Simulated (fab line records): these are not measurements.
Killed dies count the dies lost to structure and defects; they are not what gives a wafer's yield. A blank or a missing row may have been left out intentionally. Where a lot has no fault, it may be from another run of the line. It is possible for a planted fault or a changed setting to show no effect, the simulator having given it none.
8D (eight disciplines) problem report, filled in by code ; flow gf180mcu ; the parts of the form that need people (team, actions taken, sign-off) are left out

== 1. WHAT WENT WRONG ==
Mean MIM_ALCU_RS at GF_MIM_RS_MEAS_10: 0.1776 ohm/sq over 5 wafers in 2 lots; fault-free wafers: 0.1603 ohm/sq, standard deviation 0.0019. Relative to the usual mean, that is a shift of +9.1 standard deviations.
The step: measures by four-point-probe.
The first sign was on wafer L272.2 at day 28 19:20, on filmMetro-01. The record holds 29 wafers of 10 lots with a number at this step. Rule for "out", or "out of limits": more than 4 standard deviations from the usual mean. All remaining wafers that have a number are taken as sound.

== 2. WHAT THIS IS AND IS NOT ==
question;is;is not
which readings at this step;MIM_ALCU_RS;-
which lots;L272, L273;L263, L264, L265, L267, L271, L277, L279, L281
which wafers of those lots;all that have a number;-
read on which gauges;filmMetro-01, filmMetro-02;filmMetro-04
when;from day 28 19:20;"up to then (15 sound wafers); but 9 sound wafers of L277, L279, L281 came after"

== 3. SUSPECTS, AND WHAT RULES EACH OUT ==
Counting: a tool at a process step up to the reading stays a suspect if it ran every lot that is out and no sound lot after the first of them.
- ruled out: the gauge at GF_MIM_RS_MEAS_10. Those wafers that are out were read across 2 gauges (filmMetro-01, filmMetro-02).
- pvdSputter-02 at GF_MIM_SPUTTER_08 (material AlCu, target thk 200 nm, time 10.6 s): ruled out as a lasting fault. Following L272 (day 28 19:16), the first lot on it that is out, the sound lots L281 were run on it.
Left after counting: nothing in the record.

== 4. THE CAUSE (what the simulator had put in) ==
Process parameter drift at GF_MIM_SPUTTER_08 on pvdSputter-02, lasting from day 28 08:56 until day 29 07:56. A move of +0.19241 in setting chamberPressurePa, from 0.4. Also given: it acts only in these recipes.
Counting ruled it out, wrongly: the rule takes a fault to strike every lot that its tool runs from its start on, and this one did not.

== 5. THE EFFECT CHAIN, in route order ==
One row per reading whose mean, taken over the struck wafers that have a number, lies over 3 standard deviations from the usual. Readings are gone through only where the record gives a usual standard deviation; hours: the median, over the lots, of the time from a lot's start at the first step in this table giving one to that lot's start at this step; sigmas: the change measured in usual standard deviations.
hours;step;reading;usual;on struck wafers;change;sigmas
0;GF_MIM_SPUTTER_08;chamberPressurePa;0.4000 Pa;0.5926;+0.1926;+99 or more
0;GF_MIM_SPUTTER_08;throttleValvePct;30.2 %;24.1;-6.1;-5.1
0;GF_MIM_RS_MEAS_10;MIM_ALCU_RS;0.1603 ohm/sq;0.1776;+0.0173;+9.1
0;GF_MIM_THK_MEAS_11;MIM_ALCU_THK;197.7 nm;180.0;-17.7;-6.8
19;GF_MIM_METAL_ETCH_19;oesProductAu;0.942 a.u.;0.909;-0.033;-5.2
19;GF_MIM_METAL_ETCH_19;throttleValvePct;28.283 %;28.322;+0.039;+3.9
Its process steps:
- GF_MIM_SPUTTER_08: material AlCu, target thk 200 nm, time 10.6 s.
- GF_MIM_METAL_ETCH_19: etches the open film in Cl2/BCl3, stops on Si3N4, target depth 324.5 nm, time 54.1 s.

== 6. HOW IT WOULD HAVE BEEN CAUGHT EARLIER ==
10 hours passed between the start of the fault at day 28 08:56 and the first reading out of limits at a measuring or inspecting step in this record, taken at day 28 19:20.
At GF_MIM_SPUTTER_08, the tool's own readings (chamberPressurePa, throttleValvePct) were out on each struck wafer the step has a row for, so an alarm limit on them would have fired on the first such wafer.
